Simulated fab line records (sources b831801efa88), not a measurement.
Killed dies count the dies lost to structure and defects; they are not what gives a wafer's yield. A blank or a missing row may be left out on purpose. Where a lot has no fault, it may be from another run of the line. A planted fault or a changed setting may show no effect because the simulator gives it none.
Which of the tools did it? ; flow sky130 ; 24 lots with 72 wafers sampled at 3 steps, on a route of 708 steps

## WHAT THE GAUGES READ, wafer by wafer
SKY_NWELL_OVL_MEAS_10. Usual: NWELL_00_OVL gives -1.7 nm (standard deviation 1.4).
lot;measured;on;NWELL_00_OVL (nm);flag
L074;day 4 23:48;overlay-01;-0.2 -3.0 -1.3;
L075;day 5 00:19;overlay-01;-1.1 -1.9 -1.5;
L076;day 5 07:33;overlay-02;-4.5 -3.2 -4.8;
L077;day 5 07:54;overlay-01;-2.3 -3.0 -1.6;
L078;day 5 15:01;overlay-01;-0.2 -4.0 0.6;
L079;day 5 18:49;overlay-02;-2.6 -1.5 -3.2;
L081;day 6 05:11;overlay-01;-3.9 -4.5 -4.8;
L080;day 6 07:36;overlay-02;-2.9 -3.3 -2.5;
L082;day 6 12:15;overlay-01;-0.3 0.9 -0.5;
L083;day 6 19:59;overlay-02;-0.8 -0.4 -3.0;
L084;day 7 01:47;overlay-01;-1.6 -1.9 -3.0;
L085;day 7 07:18;overlay-01;-0.3 -0.8 0.7;
L086;day 7 13:57;overlay-01;-0.7 -0.6 -1.0;
L087;day 7 17:43;overlay-01;-1.3 -1.5 -2.6;
L088;day 7 23:32;overlay-01;-1.7 -0.7 -1.7;
L089;day 8 07:16;overlay-02;-1.2 0.1 -0.9;
L090;day 8 13:04;overlay-01;-0.2 -0.9 -0.9;
L091;day 8 16:16;overlay-02;-0.8 -0.4 -1.3;
L092;day 8 21:34;overlay-01;-2.6 -1.2 -1.3;
L093;day 9 05:01;overlay-01;-0.1 -1.2 -1.1;
L094;day 9 11:07;overlay-01;-0.2 0.6 -1.3;
L095;day 9 21:28;overlay-01;-1.4 -1.1 -0.4;
L096;day 10 00:43;overlay-02;-3.9 -2.8 -2.9;
L097;day 10 07:49;overlay-01;-1.3 -2.6 -1.5;

SKY_SD_N_OVL_MEAS_08. Usual: SD_N_OVL gives -0.7 nm (standard deviation 1.5).
lot;measured;on;SD_N_OVL (nm);flag
L074;day 28 12:22;overlay-01;1.2 1.3 1.5;
L075;day 28 14:31;overlay-02;1.9 0.1 0.5;
L076;day 29 13:09;overlay-02;-1.4 -1.0 -3.0;
L077;day 29 11:13;overlay-02;-2.0 -1.9 -1.5;
L078;day 29 20:33;overlay-01;-0.3 0.2 0.0;
L079;day 29 22:06;overlay-02;-0.5 -0.7 -3.1;
L081;day 30 07:39;overlay-02;-1.4 -2.4 0.5;
L080;day 30 11:55;overlay-01;-5.7 -4.9 -2.6;
L082;day 30 20:13;overlay-01;1.2 -0.7 -0.1;
L083;day 31 07:49;overlay-01;1.4 1.0 0.4;
L084;day 31 16:22;overlay-02;-0.6 -0.6 -0.9;
L085;day 31 21:07;overlay-01;0.0 1.4 -0.7;
L086;day 32 03:19;overlay-01;-0.9 0.1 0.6;
L087;day 32 13:19;overlay-01;-0.6 -1.0 -1.4;
L088;day 32 20:01;overlay-02;-0.8 0.5 -1.3;
L089;day 33 02:30;overlay-01;1.2 -0.5 -0.4;
L090;day 33 14:34;overlay-01;0.7 0.5 -1.6;
L091;day 33 14:13;overlay-01;-1.3 -2.7 -3.1;
L092;day 33 22:13;overlay-01;-3.6 -0.4 -1.5;
L093;day 34 07:52;overlay-01;-0.9 -2.0 -0.4;
L094;day 34 09:31;overlay-01;-2.2 -2.5 -0.5;
L095;day 34 23:52;overlay-01;1.8 -2.3 -2.5;
L096;day 35 06:58;overlay-01;-0.9 -4.3 0.3;
L097;day 35 11:55;overlay-01;-1.9 -2.0 -1.8;

## WHICH TOOL RAN EACH LOT (tool, then ch and the chambers of the sampled wafers, then the start)
lot;SKY_LDD_P_STRIP_10
L074;plasma asher-01 ch 0,1, day 19 17:48
L075;plasma asher-02 ch 0,1, day 19 20:37
L076;plasma asher-02 ch 0,1, day 20 18:38
L077;plasma asher-01 ch 0,1, day 20 16:12
L078;plasma asher-01 ch 1, day 21 04:13
L079;plasma asher-02 ch 0,1, day 21 05:31
L081;plasma asher-04 ch 0,1, day 21 16:54
L080;plasma asher-04 ch 0,1, day 21 21:45
L082;plasma asher-04 ch 0,1, day 22 05:46
L083;plasma asher-04 ch 0,1, day 22 19:36
L084;plasma asher-04 ch 0,1, day 23 02:24
L085;plasma asher-04 ch 0,1, day 23 10:04
L086;plasma asher-04 ch 0,1, day 23 15:33
L087;plasma asher-01 ch 0,1, day 24 04:09
L088;plasma asher-04 ch 0,1, day 24 08:00
L089;plasma asher-04 ch 1, day 24 17:39
L090;plasma asher-02 ch 0,1, day 25 05:15
L091;plasma asher-02 ch 0,1, day 25 04:39
L092;plasma asher-04 ch 0,1, day 25 14:33
L093;plasma asher-01 ch 0,1, day 26 01:50
L094;plasma asher-04 ch 0,1, day 26 05:06
L095;plasma asher-02 ch 0,1, day 26 19:30
L096;plasma asher-01 ch 0,1, day 27 02:57
L097;plasma asher-01 ch 0,1, day 27 07:42
- SKY_LDD_P_STRIP_10: strips in O2/N2.

## WHAT THE TOOLS THEMSELVES READ (means of the sampled wafers that have a number; where no wafer has one, the mark that the record gives instead)
SKY_LDD_P_STRIP_10. Usual: drypump motor current A 5.3 A, standard deviation 0.31; oes product au 0.716 a.u., standard deviation 0.0044; strip time to endpoint s 14.17 s, standard deviation 0.035.
lot;tool;drypump motor current A (A);oes product au (a.u.);strip time to endpoint s (s);flag
L074;plasma asher-01;5.3;0.712;14.21;
L075;plasma asher-02;5.4;0.713;14.18;
L076;plasma asher-02;5.6;0.715;14.21;
L077;plasma asher-01;5.3;0.716;14.13;
L078;plasma asher-01;5.3;0.718;14.20;
L079;plasma asher-02;5.7;0.715;14.17;
L081;plasma asher-04;5.3;0.713;14.16;
L080;plasma asher-04;5.1;0.715;14.17;
L082;plasma asher-04;5.3;0.717;14.22;
L083;plasma asher-04;5.3;0.714;14.18;
L084;plasma asher-04;5.3;0.717;14.13;
L085;plasma asher-04;5.3;0.719;14.19;
L086;plasma asher-04;5.3;0.722;14.15;
L087;plasma asher-01;5.3;0.716;14.18;
L088;plasma asher-04;5.1;0.718;14.16;
L089;plasma asher-04;4.9;0.713;14.19;
L090;plasma asher-02;5.4;0.712;14.21;
L091;plasma asher-02;5.7;0.715;14.11;
L092;plasma asher-04;5.1;0.721;14.13;
L093;plasma asher-01;5.4;0.717;14.15;
L094;plasma asher-04;5.1;0.713;14.14;
L095;plasma asher-02;5.4;0.717;14.15;
L096;plasma asher-01;5.4;0.715;14.20;
L097;plasma asher-01;5.4;0.712;14.15;

## THE ANSWER, worked out from the rows above alone
Rule: lot off if the mean of its wafers having a number is beyond 3 standard deviations from the usual mean. A lot without any number at a reading at which 4 lots or more have one is off too. Any other lot the step has rows for is counted as sound. First the gauges in route order, then the tools' own readings, where a lot's mean is used as printed above. At the first step where some lot is off, the reading lying furthest off is the one used; lots without a number count as furthest.
None of the lots is off at any reading shown; this tells nothing.

## WHAT THE SIMULATOR PUT IN
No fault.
